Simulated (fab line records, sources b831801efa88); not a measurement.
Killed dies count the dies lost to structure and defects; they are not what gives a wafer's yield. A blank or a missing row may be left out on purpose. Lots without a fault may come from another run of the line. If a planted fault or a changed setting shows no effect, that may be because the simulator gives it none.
One fault seen from 2 desks || flow gf180mcu || every desk sees just its own numbers, and what lay behind them comes last

== AT THE METROLOGY DESK ==
What the gauges read for every lot (on any tool): the sampled wafers with a number, averaged. A lot is out of limits, marked OUT, if its mean lies more than 4 standard deviations from the usual mean; the brackets give that distance.
Columns: A = V4_CVD_00_THK at GF_V4_THK_MEAS_01, usual 603 nm; B = V4_CVD_02_THK at GF_V4_THK_MEAS_03, usual 852 nm; C = V4_BOW at GF_V4_BOW_MEAS_05, usual 138 um; D = cd-nm at GF_V4_CD_MEAS_14, usual 259.9 nm
{"lot": "L537", "first seen here": "day 26 17:25", "A": 600, "B": 842, "C": 127, "D": "-"}
{"lot": "L538", "first seen here": "day 26 21:23", "A": 596, "B": 848, "C": 133, "D": "-"}
{"lot": "L543", "first seen here": "day 28 06:58", "A": 595, "B": 859, "C": 137, "D": 259.9}
{"lot": "L544", "first seen here": "day 28 17:17", "A": 606, "B": 856, "C": 150, "D": 259.6}
{"lot": "L551", "first seen here": "day 30 15:56", "A": 606, "B": 844, "C": 142, "D": 262.0}
{"lot": "L552", "first seen here": "day 31 08:38", "A": 606, "B": 849, "C": 132, "D": 260.6}
Result from this desk: across the 6 lots, nothing is out of limits.

== DESK OF THE TOOL OWNER: litho-track-02 ==
The tool's own readings at GF_V4_DEVELOP_13 (develop time 60 s): means of the sampled wafers that have a number, for each lot that ran on this tool. A lot is out of limits, marked OUT, if its mean lies more than 4 standard deviations from the usual mean; the brackets give that distance.
Columns: A = chill-plate-temp-C at GF_V4_DEVELOP_13, usual 23.02 C; B = exhaust-pa at GF_V4_DEVELOP_13, usual 45.2 Pa
{"lot": "L551", "first seen here": "day 31 11:05", "A": 22.99, "B": 45.0}
This desk's finding: nothing out of limits on the one lot.

== BROUGHT TOGETHER ==
From the metrology desk's view, nothing was out of limits.
The desk of the tool owner found nothing out of limits.

== WHAT WAS PUT IN BY THE SIMULATOR ==
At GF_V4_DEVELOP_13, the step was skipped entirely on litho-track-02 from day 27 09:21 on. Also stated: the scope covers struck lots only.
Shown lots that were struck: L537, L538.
